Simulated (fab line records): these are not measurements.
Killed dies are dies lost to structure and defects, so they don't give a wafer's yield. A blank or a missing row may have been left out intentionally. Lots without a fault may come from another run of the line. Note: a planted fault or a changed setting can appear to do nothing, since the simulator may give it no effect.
Which of the tools did it? / flow gf180mcu / at 1 step of a route of 602, 24 lots with 72 wafers sampled

WHAT THE GAUGES SHOWED, per wafer
GF_V1_THK_MEAS_25: measures by xrf. Usual: V1_W_THK 351 nm, standard deviation 4.8.
lot=L074; measured=day 18 03:26; on=filmMetro-04; V1_W_THK (nm)=357 354 359; flag=
lot=L075; measured=day 18 09:18; on=filmMetro-03; V1_W_THK (nm)=346 346 340; flag=
lot=L076; measured=day 19 02:08; on=filmMetro-02; V1_W_THK (nm)=346 346 347; flag=
lot=L077; measured=day 19 07:57; on=filmMetro-03; V1_W_THK (nm)=342 343 348; flag=
lot=L078; measured=day 19 16:17; on=filmMetro-04; V1_W_THK (nm)=351 349 348; flag=
lot=L079; measured=day 19 22:40; on=filmMetro-04; V1_W_THK (nm)=351 352 350; flag=
lot=L080; measured=day 20 12:58; on=filmMetro-02; V1_W_THK (nm)=350 353 353; flag=
lot=L081; measured=day 21 00:31; on=filmMetro-04; V1_W_THK (nm)=358 356 360; flag=
lot=L082; measured=day 21 05:54; on=filmMetro-03; V1_W_THK (nm)=346 351 351; flag=
lot=L083; measured=day 21 09:51; on=filmMetro-03; V1_W_THK (nm)=349 344 350; flag=
lot=L084; measured=day 22 02:49; on=filmMetro-04; V1_W_THK (nm)=352 353 352; flag=
lot=L085; measured=day 22 08:13; on=filmMetro-04; V1_W_THK (nm)=358 360 362; flag=
lot=L086; measured=day 23 00:17; on=filmMetro-04; V1_W_THK (nm)=359 362 361; flag=
lot=L087; measured=day 23 03:51; on=filmMetro-02; V1_W_THK (nm)=351 347 347; flag=
lot=L088; measured=day 23 15:47; on=filmMetro-03; V1_W_THK (nm)=352 348 350; flag=
lot=L089; measured=day 24 02:07; on=filmMetro-02; V1_W_THK (nm)=351 351 352; flag=
lot=L090; measured=day 24 08:17; on=filmMetro-03; V1_W_THK (nm)=346 342 346; flag=
lot=L091; measured=day 24 10:16; on=filmMetro-02; V1_W_THK (nm)=355 351 353; flag=
lot=L092; measured=day 25 01:28; on=filmMetro-04; V1_W_THK (nm)=352 345 353; flag=
lot=L093; measured=day 25 05:41; on=filmMetro-03; V1_W_THK (nm)=351 346 345; flag=
lot=L094; measured=day 25 08:40; on=filmMetro-04; V1_W_THK (nm)=350 352 352; flag=
lot=L095; measured=day 25 12:34; on=filmMetro-03; V1_W_THK (nm)=347 348 349; flag=
lot=L096; measured=day 26 00:17; on=filmMetro-04; V1_W_THK (nm)=355 360 359; flag=
lot=L097; measured=day 26 06:38; on=filmMetro-04; V1_W_THK (nm)=354 353 348; flag=

WHICH TOOL RAN EACH LOT (tool, then ch and the chambers of the sampled wafers, then the start)
The record holds no process step before these readings.

AS READ BY THE TOOLS THEMSELVES (means over the sampled wafers that have a number; for cases with no such wafer, the mark the record gives instead)
The record holds no such reading with a usual standard deviation.

THE ANSWER, worked out from the rows above alone
Rule: lot off if the mean of its wafers having a number is beyond 3 standard deviations from the usual mean. A lot without any number at a reading at which 4 lots or more have one is off too. All remaining lots with rows at the step are treated as sound. First the gauges in route order, then the tools' own readings, where a lot's mean is used as printed above. The first step at which some lot is off is used, and at that step the reading that is off furthest; a lot without a number counts as furthest.
Across all readings shown, no lot is off: no conclusion can be drawn from this.

WHAT THE SIMULATOR PUT IN
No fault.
